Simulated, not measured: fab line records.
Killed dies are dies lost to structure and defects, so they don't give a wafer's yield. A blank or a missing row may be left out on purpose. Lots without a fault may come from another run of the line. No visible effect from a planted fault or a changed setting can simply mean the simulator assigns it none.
fab line records    flow sky130
record lots=13  wafers=39  last_day=49
route steps=708 shown LOCAL_INTERCONNECT@389 CONTACT@410 PAD_OPEN@708
lots that met no fault: from a run of the same line without faults
start_h: the number of hours between the record's first day and the start of the first shown wafer of the lot    wait_h: how many hours have passed since the lot's step before this one    " identical to the entry in the row above    L1.1+2: one row covering several wafers at once    - value missing, or start not given    * or withheld: withheld    < > ~ a bound
route shown NAME@n: names a module that has steps shown in the file, with the first one's number in the route    usual: mean and standard deviation over wafers with no fault    same: alike in all rows    chamber/n: place in a boat    sites: readings site by site    _std_site: standard deviation of those values    _edge_site: mean of outer sites minus mean of inner sites    radius_mm: how far each site lies from the wafer's centre    mask NAME#n: copy n    behind: tool/chamber where the wafer was last shaped    hold: why the lot went on hold/how many hours it stayed there/how the hold came to an end    device: names the non-switching transistor (n, p or np)    end of line: tests run on the same wafers once the route is complete    a step with no rows: only its recipe    killed: not the wafer's yield, but the dies lost to structure and defects at the first sort    map: the dies of a wafer, with x for killed, . for not killed, _ for no die there
set.NAME: the run value of the setting; set.NAME@STEP: its run value at that earlier step    model.NAME: the simulator's own value behind a step, which no gauge read
the route's steps for a sample of lots (tables are steps, rows are wafers)
services: the hour from which a tool's chamber was out of use, counted from the record's first day as start_h (under 0 if before that day), plus the number of hours and why
## steps
# step SKY_LOCAL_INTERCONNECT_THK_MEAS_02
# recipe thk_meas_gauge=xrf  reads=TiN_of_LOCAL_INTERCONNECT_SPUTTER_00
# usual LOCAL_INTERCONNECT_TIN_THK=99.6/0.99
lot.wafer  tool           chamber  start_h  wait_h  LOCAL_INTERCONNECT_TIN_THK[nm]
L507.2     film_metro-02  -        668.17   0.1     99.7
L507.5     "              -        "        "       97.5
L507.6     "              -        "        "       99.9
L508.1     film_metro-03  -        673.88   0.1     97.5
L508.2     "              -        "        "       98.2
L508.3     "              -        "        "       99.5
L509.3     film_metro-02  -        685.61   0.1     98.9
L509.4     "              -        "        "       99.9
L509.5     "              -        "        "       99.5
L510.1     film_metro-02  -        692.94   0.1     99.5
L510.3     "              -        "        "       99.7
L510.4     "              -        "        "       99.1
L512.1     film_metro-02  -        711.15   0.1     98.4
L512.2     "              -        "        "       100.1
L512.3     "              -        "        "       100.2
L513.1     film_metro-02  -        720.13   0.1     100.5
L513.2     "              -        "        "       101.6
L513.6     "              -        "        "       98.3
L515.1     film_metro-02  -        757.23   0.1     100.3
L515.4     "              -        "        "       99.5
L515.6     "              -        "        "       99.8
L518.1     film_metro-02  -        765.07   0.1     99.8
L518.4     "              -        "        "       99.4
L518.6     "              -        "        "       98.2
L517.2     film_metro-03  -        771.82   0.1     100.7
L517.3     "              -        "        "       100.1
L517.6     "              -        "        "       99.9
L516.1     film_metro-04  -        773.43   0.1     100.4
L516.3     "              -        "        "       100.1
L516.5     "              -        "        "       99.0
L523.1     film_metro-04  -        804.46   0.1     100.0
L523.3     "              -        "        "       100.2
L523.5     "              -        "        "       99.4
L525.2     film_metro-03  -        827.14   0.1     98.6
L525.3     "              -        "        "       98.1
L525.6     "              -        "        "       98.4
L526.1     film_metro-04  -        828.75   0.1     98.2
L526.3     "              -        "        "       97.3
L526.4     "              -        "        "       98.7
# step SKY_CONTACT_CMP_04
# recipe material=SiO2  down_force_psi=4  platen_rpm=60  pad_velocity_m_s=0.94248
# usual head_pressure_psi=4.000/0.0091  motor_current_A=12.3/1.8  time_to_endpoint_s=83/3.8
lot.wafer  tool    chamber  start_h  wait_h  head_pressure_psi  motor_current_A  time_to_endpoint_s
L507.2     cmp-01  3        697.77   0.1     3.993              12.0             80
L507.5     "       2        "        "       4.009              12.3             81
L507.6     "       3        "        "       3.984              12.1             80
L508.2     cmp-02  1        703.39   0.0     3.999              15.3             81
L508.3     "       3        "        "       4.008              10.8             82
L508.1     "       0        "        "       4.003              15.3             81
L509.4     cmp-02  2        714.43   0.1     4.004              11.3             88
L509.3     "       3        "        "       3.992              10.4             83
L509.5     "       2        "        "       4.008              10.9             83
L510.4     cmp-01  1        721.83   0.2     4.001              10.4             86
L510.1     "       2        "        "       3.977              12.2             81
L510.3     "       0        "        "       4.001              12.4             76
L512.1     cmp-01  2        739.95   0.1     4.005              12.2             81
L512.3     "       0        "        "       3.996              12.1             77
L512.2     "       1        "        "       3.996              9.7              83
L513.1     cmp-02  0        749.44   0.1     4.006              14.7             79
L513.2     "       2        "        "       4.010              11.2             83
L513.6     "       3        "        "       4.005              10.8             84
L515.1     cmp-02  3        786.19   0.1     4.001              10.5             75
L515.4     "       0        "        "       3.993              15.5             80
L515.6     "       1        "        "       4.005              14.8             80
L518.4     cmp-01  0        793.30   0.0     3.996              12.1             78
L518.1     "       2        "        "       3.996              12.2             79
L518.6     "       0        "        "       3.997              12.1             78
L517.3     cmp-02  2        800.06   0.0     3.981              10.8             86
L517.2     "       3        "        "       4.024              10.6             87
L517.6     "       3        "        "       4.012              10.4             83
L516.3     cmp-02  1        801.74   0.1     4.014              15.2             84
L516.1     "       3        "        "       4.004              10.7             83
L516.5     "       0        "        "       4.000              14.4             84
L523.3     cmp-02  0        831.94   0.0     3.993              14.9             81
L523.1     "       1        "        "       4.014              14.9             86
L523.5     "       1        "        "       3.997              14.7             85
L525.2     cmp-02  0        855.40   0.1     4.013              15.4             80
L525.3     "       1        "        "       4.004              15.2             85
L525.6     "       0        "        "       4.003              15.2             79
L526.3     cmp-02  1        856.70   0.0     4.009              14.4             87
L526.1     "       2        "        "       4.008              11.7             84
L526.4     "       3        "        "       3.994              11.6             88
# step SKY_CONTACT_SOFTBAKE_10
# recipe temp_c=100  time_s=90  resist=KrF-thick
# usual heater_power_total_W=57.35/0.11  run_length_s=119.21/0.18
lot.wafer  tool            chamber  start_h  wait_h  heater_power_total_W  run_length_s
L507.2     litho_track-03  0        712      -       57.51                 118.98
L507.5     "               0        "        "       57.32                 119.21
L507.6     "               0        "        "       57.46                 118.94
L508.1     litho_track-04  0        717      -       57.46                 119.37
L508.2     "               0        "        "       57.24                 119.59
L508.3     "               0        "        "       57.22                 119.21
L509.3     litho_track-03  0        728      -       57.43                 118.95
L509.4     "               0        "        "       57.52                 119.13
L509.5     "               0        "        "       57.38                 119.14
L510.1     litho_track-04  0        736      -       57.34                 119.32
L510.3     "               0        "        "       57.41                 119.33
L510.4     "               0        "        "       57.35                 119.18
L512.1     litho_track-04  0        754      -       57.43                 119.25
L512.2     "               0        "        "       57.19                 119.40
L512.3     "               0        "        "       57.22                 119.38
L513.1     litho_track-03  0        763      -       57.39                 118.89
L513.2     "               0        "        "       57.60                 119.03
L513.6     "               0        "        "       57.32                 119.09
L515.1     litho_track-04  0        799      -       57.31                 119.19
L515.4     "               0        "        "       57.26                 119.44
L515.6     "               0        "        "       57.25                 119.20
L518.1     litho_track-03  0        807      -       57.50                 118.92
L518.4     "               0        "        "       57.38                 118.93
L518.6     "               0        "        "       57.24                 119.21
L517.2     litho_track-01  0        813      -       57.40                 119.16
L517.3     "               0        "        "       57.41                 119.44
L517.6     "               0        "        "       57.34                 119.31
L516.1     litho_track-03  0        815      -       57.47                 118.98
L516.3     "               0        "        "       57.45                 118.96
L516.5     "               0        "        "       57.21                 119.00
L523.1     litho_track-01  0        845      -       57.22                 119.15
L523.3     "               0        "        "       57.22                 119.47
L523.5     "               0        "        "       57.48                 119.22
L525.2     litho_track-01  0        868      -       59.24                 110.90
L525.3     "               0        "        "       59.13                 110.82
L525.6     "               0        869      -       59.29                 110.93
L526.1     litho_track-01  0        870      -       58.95                 110.76
L526.3     "               0        "        "       59.07                 110.84
L526.4     "               0        "        "       59.20                 110.89
# step SKY_CONTACT_SPUTTER_23
# recipe material=TiN  target_thk_nm=20  chamber_pressure_pa=5  power_w=4000  time_s=80
# usual chamber_pressure_pa=5.000/0.0095  throttle_valve_pct=30.2/1
lot.wafer  tool            chamber  start_h  wait_h  chamber_pressure_pa  throttle_valve_pct
L507.2     pvd_sputter-04  -        727.09   0.0     5.013                28.1
L507.5     "               -        "        "       5.019                31.3
L507.6     "               -        "        "       4.996                29.0
L508.1     pvd_sputter-04  -        731.78   0.0     4.992                29.1
L508.2     "               -        "        "       5.006                31.3
L508.3     "               -        "        "       4.990                30.3
L509.3     pvd_sputter-03  -        743.82   0.0     4.995                31.1
L509.4     "               -        "        "       5.007                30.0
L509.5     "               -        "        "       4.988                29.4
L510.1     pvd_sputter-04  -        751.02   0.0     5.010                30.6
L510.3     "               -        "        "       4.989                31.4
L510.4     "               -        "        "       5.007                31.3
L512.1     pvd_sputter-01  -        769.04   0.0     5.021                30.3
L512.2     "               -        "        "       5.014                29.7
L512.3     "               -        "        "       5.009                31.9
L513.1     pvd_sputter-03  -        778.69   0.0     5.001                29.7
L513.2     "               -        "        "       5.014                29.4
L513.6     "               -        "        "       5.001                29.3
L515.1     pvd_sputter-01  -        814.00   0.0     5.018                29.7
L515.4     "               -        "        "       5.003                30.2
L515.6     "               -        "        "       4.987                30.2
L518.1     pvd_sputter-01  -        821.53   0.0     4.992                31.5
L518.4     "               -        "        "       4.991                31.7
L518.6     "               -        "        "       5.000                29.9
L517.2     pvd_sputter-01  -        828.09   0.0     5.004                30.3
L517.3     "               -        "        "       4.998                31.6
L517.6     "               -        "        "       4.992                30.4
L516.1     pvd_sputter-03  -        829.34   0.0     4.993                29.1
L516.3     "               -        "        "       4.994                31.5
L516.5     "               -        "        "       5.010                30.1
L523.1     pvd_sputter-01  -        859.59   0.0     4.971                31.7
L523.3     "               -        "        "       5.007                29.8
L523.5     "               -        "        "       4.997                31.7
L525.2     pvd_sputter-04  -        882.79   0.0     5.002                28.2
L525.3     "               -        "        "       4.994                31.4
L525.6     "               -        "        "       4.999                31.3
L526.1     pvd_sputter-03  -        884.38   0.0     5.012                29.7
L526.3     "               -        "        "       5.001                30.1
L526.4     "               -        "        "       5.003                31.3
# step SKY_PAD_OPEN_PROBE_99
# usual killed_at_M0_to_M3=42/6.6  killed_at_M4_up=3.0/1.8  killed_at_contacts=25/5.1  killed_at_front_end=15/4.4  killed_at_other=0.3/0.56  killed_dies=86/8.6  killed_open=47/6.9  killed_short=38/6
# same gross_dies=492  killed_at_back_side=0
lot.wafer  tool       chamber  start_h  wait_h  killed_at_M0_to_M3  killed_at_M4_up  killed_at_contacts  killed_at_front_end  killed_at_other  killed_dies  killed_open  killed_short
L515.1     prober-01  -        1131.93  0.1     36                  5                28                  18                   0                87           47           40
L515.4     prober-01  -        1132.08  0.2     43                  6                22                  19                   0                90           47           43
L515.6     prober-01  -        1132.18  0.2     38                  4                24                  16                   0                82           47           35
# killed by level:class
L515.1 CONTACT:geometric_particle:open=11 VIA1:geometric_particle:open=11 FIELD_ISO:geometric_particle:short=8 LI_CONTACT:geometric_particle:open=7 FIELD_ISO:geometric_particle:open=6 CONTACT:geometric_particle:short=6 METAL1:geometric_particle:short=6 METAL3:geometric_particle:short=4
L515.4 CONTACT:geometric_particle:open=10 VIA1:geometric_particle:open=8 FIELD_ISO:geometric_particle:open=6 FIELD_ISO:geometric_particle:short=6 VIA3:geometric_particle:open=6 VIA2:geometric_particle:open=6 LI_CONTACT:geometric_particle:open=5 METAL4:geometric_particle:short=5
L515.6 VIA1:geometric_particle:open=10 CONTACT:geometric_particle:open=10 METAL1:geometric_particle:short=6 VIA3:geometric_particle:open=6 LI_CONTACT:geometric_particle:open=5 VIA2:geometric_particle:open=5 CONTACT:geometric_particle:short=4 VIA1:geometric_particle:short=4
## services
tool            chamber  start_h  hours  kind
cmp-02          -        681.30   4.5    repair
pvd_sputter-01  -        701.53   0.7    repair
cmp-01          -        710.58   2.5    repair
cmp-02          -        720.93   5.9    repair
cmp-01          -        734.24   0.6    repair
cmp-02          -        744.00   4.0    pm
cmp-02          -        748.00   -      consumable_replace:conditioner
cmp-02          -        748.00   -      consumable_replace:pad
cmp-02          -        769.29   1.8    repair
cmp-02          -        775.22   1.1    repair
cmp-01          -        776.88   5.4    pm
pvd_sputter-04  -        824.54   15.2   repair
cmp-01          -        836.99   4.8    pm
litho_track-04  -        840.54   -      consumable_replace:filter
pvd_sputter-04  -        845.26   5.4    repair
pvd_sputter-04  -        848.16   11.0   repair
pvd_sputter-03  -        856.92   1.0    repair
## key
first_sign step=SKY_CONTACT_SOFTBAKE_10  reading=run_length_s  direction=down  sigmas=46  usual=*  struck=*
effect step=SKY_CONTACT_SOFTBAKE_10  reading=heater_power_total_W  direction=up  sigmas=16  usual=*  struck=*
met_at SKY_CONTACT_SOFTBAKE_10
struck_lots L525,L526
tester_left_out L525,L526
not_acting_at SKY_LOCAL_INTERCONNECT_THK_MEAS_02,SKY_CONTACT_CMP_04,SKY_CONTACT_SPUTTER_23
onset_between 845 868
fault kind=process_parameter_drift  tool=litho_track-01  chamber=-  onset_h=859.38  steps=SKY_CONTACT_SOFTBAKE_10  channel=time_s  offset=*  shape=step  end_h=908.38  acts_in=*  stated=*
# tester_left_out: of these lots the tester's yield and bins aren't shown, on N5 and GAA mostly nor the transistor test; their killed dies are dies lost to structure and defects alone, not to doping, threshold or leakage, so they don't give the yield
